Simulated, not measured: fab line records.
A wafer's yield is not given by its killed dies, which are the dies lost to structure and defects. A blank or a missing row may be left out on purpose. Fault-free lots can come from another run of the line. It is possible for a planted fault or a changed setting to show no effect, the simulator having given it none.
The tool behind it: which one? | flow sky130 | 12 lots with 36 wafers sampled at 4 steps, on a route of 708 steps

== WHAT THE GAUGES SHOWED, per wafer ==
SKY_NWELL_THK_MEAS_02. Usual: NWELL_OXIDATION_THK typically reads 9.98 nm, with standard deviation 0.19.
lot  | measured    | on            | NWELL_OXIDATION_THK (nm) | flag
L446 | day 3 00:14 | film_metro-01 | 9.79 9.89 9.81           |
L449 | day 3 15:49 | film_metro-01 | 9.89 9.85 9.74           |
L452 | day 4 06:31 | film_metro-04 | 9.86 9.87 9.85           |
L453 | day 4 10:15 | film_metro-04 | 9.88 9.79 9.87           |
L454 | day 4 15:58 | film_metro-02 | 10.09 9.89 10.17         |
L456 | day 5 01:57 | film_metro-04 | 10.03 9.81 9.73          |
L457 | day 5 07:17 | film_metro-02 | 10.16 10.23 10.17        |
L459 | day 5 19:20 | film_metro-01 | 10.08 10.19 10.03        |
L460 | day 6 00:11 | film_metro-01 | 9.80 9.71 9.61           |
L461 | day 6 10:56 | film_metro-02 | 9.83 9.93 9.80           |
L462 | day 6 16:36 | film_metro-01 | 10.04 10.19 10.08        |
L467 | day 7 17:20 | film_metro-01 | 9.97 9.96 9.93           |

SKY_SONOS_ONO_THK_MEAS_05. Usual: SONOS_ONO_CVD_04_THK typically reads 5.72 nm, with standard deviation 0.12.
lot  | measured     | on            | SONOS_ONO_CVD_04_THK (nm) | flag
L446 | day 12 10:26 | film_metro-03 | 5.67 5.66 5.71            |
L449 | day 13 04:20 | film_metro-03 | 5.81 5.80 5.82            |
L452 | day 14 01:23 | film_metro-01 | 5.67 5.81 5.75            |
L453 | day 14 10:02 | film_metro-01 | 5.87 5.85 5.81            |
L454 | day 14 19:07 | film_metro-03 | 5.90 5.91 5.92            |
L456 | day 15 07:40 | film_metro-04 | 5.84 5.85 5.88            |
L457 | day 15 16:12 | film_metro-04 | 5.59 5.78 5.83            |
L459 | day 16 08:47 | film_metro-04 | 5.78 5.69 5.81            |
L460 | day 17 08:47 | film_metro-03 | 5.49 5.53                 |
L461 | day 17 13:25 | film_metro-04 | 5.58 5.54 5.65            |
L462 | day 17 18:48 | film_metro-01 | 5.50 5.52                 |
L467 | day 19 09:25 | film_metro-01 | 5.54 5.68 5.78            |

== WHICH TOOL RAN EACH LOT (tool, then ch and the chambers of the sampled wafers, then the start) ==
lot  | SKY_FIELD_ISO_ETCH_17           | SKY_SONOS_TUNNEL_DEVELOP_06
L446 | rie_si-02 ch 0,2,3, day 2 16:38 | litho_track-01 ch 0, day 12 03:33
L449 | rie_si-02 ch 0,1,2, day 3 08:49 | litho_track-03 ch 0, day 12 23:47
L452 | rie_si-02 ch 1,3, day 3 23:31   | litho_track-04 ch 0, day 13 19:30
L453 | rie_si-01 ch 0,3, day 4 03:16   | litho_track-03 ch 0, day 14 03:37
L454 | rie_si-01 ch 0,1,2, day 4 08:11 | litho_track-03 ch 0, day 14 12:55
L456 | rie_si-01 ch 1,2,3, day 4 20:06 | litho_track-03 ch 0, day 15 00:46
L457 | rie_si-01 ch 0,1,2, day 5 01:26 | litho_track-03 ch 0, day 15 09:10
L459 | rie_si-02 ch 0,2,3, day 5 12:15 | litho_track-04 ch 0, day 16 03:24
L460 | rie_si-01 ch 0,2,3, day 5 15:59 | litho_track-03 ch 0, day 16 10:29
L461 | rie_si-01 ch 1,2, day 5 22:17   | litho_track-01 ch 0, day 17 04:48
L462 | rie_si-02 ch 0,2,3, day 6 02:40 | litho_track-03 ch 0, day 17 11:16
L467 | rie_si-02 ch 0,2, day 7 07:06   | litho_track-01 ch 0, day 19 03:19
- SKY_FIELD_ISO_ETCH_17: etches Si in HBr/Cl2/O2, target depth 342 nm, time 97.7 s.
- SKY_SONOS_TUNNEL_DEVELOP_06: develop time 60 s.

== WHAT THE TOOLS THEMSELVES READ (means of the sampled wafers that have a number; where no wafer has one, the mark that the record gives instead) ==
SKY_FIELD_ISO_ETCH_17. Usual: HBr_flow_sccm 150.0 sccm, standard deviation 0.45; O2_flow_sccm 5.999 sccm, standard deviation 0.018; bias_w 150.0 W, standard deviation 0.43; chamber_pressure_mTorr 15.001 mTorr, standard deviation 0.013; drypump_motor_current_A 5.72 A, standard deviation 0.27; oes_product_au 1.000 a.u., standard deviation 0.015; throttle_valve_pct 25.657 %, standard deviation 0.013.
lot  | tool      | HBr_flow_sccm (sccm) | O2_flow_sccm (sccm) | bias_w (W) | chamber_pressure_mTorr (mTorr) | drypump_motor_current_A (A) | oes_product_au (a.u.) | throttle_valve_pct (%) | flag
L446 | rie_si-02 | 150.5                | 6.004               | 149.9      | 15.005                         | 5.69                        | 1.010                 | 25.641                 |
L449 | rie_si-02 | 150.1                | 6.002               | 150.2      | 14.999                         | 5.64                        | 0.997                 | 25.654                 |
L452 | rie_si-02 | 149.8                | 6.001               | 150.1      | 15.017                         | 5.55                        | 0.998                 | 25.664                 |
L453 | rie_si-01 | 149.8                | 5.985               | 150.0      | 15.007                         | 6.11                        | 1.007                 | 25.651                 |
L454 | rie_si-01 | 149.7                | 5.996               | 150.3      | 14.997                         | 5.74                        | 0.998                 | 25.659                 |
L456 | rie_si-01 | 150.2                | 5.992               | 150.0      | 15.001                         | 5.69                        | 0.994                 | 25.649                 |
L457 | rie_si-01 | 150.0                | 6.005               | 150.3      | 15.002                         | 5.73                        | 0.994                 | 25.663                 |
L459 | rie_si-02 | 149.8                | 6.007               | 150.1      | 15.009                         | 5.69                        | 1.009                 | 25.655                 |
L460 | rie_si-01 | 150.1                | 5.995               | 149.7      | 14.995                         | 5.94                        | 0.992                 | 25.664                 |
L461 | rie_si-01 | 150.2                | 6.010               | 149.7      | 14.998                         | 5.57                        | 0.983                 | 25.665                 |
L462 | rie_si-02 | 150.3                | 6.008               | 149.8      | 15.000                         | 5.72                        | 1.007                 | 25.652                 |
L467 | rie_si-02 | 150.1                | 5.975               | 150.2      | 15.005                         | 5.80                        | 1.012                 | 25.653                 |

== THE ANSWER, worked out from the rows above alone ==
Rule: lot off if the mean of its wafers having a number is beyond 3 standard deviations from the usual mean. A lot without any number at a reading at which 4 lots or more have one is off too. Any other lot the step has rows for is counted as sound. Order of review: gauges by route order, followed by the tools' own readings, for which a lot's mean as printed above is used. At the first step where some lot is off, the reading lying furthest off is the one used; lots without a number count as furthest.
Across all readings shown, no lot is off: no conclusion can be drawn from this.

== WHAT WAS PUT IN BY THE SIMULATOR ==
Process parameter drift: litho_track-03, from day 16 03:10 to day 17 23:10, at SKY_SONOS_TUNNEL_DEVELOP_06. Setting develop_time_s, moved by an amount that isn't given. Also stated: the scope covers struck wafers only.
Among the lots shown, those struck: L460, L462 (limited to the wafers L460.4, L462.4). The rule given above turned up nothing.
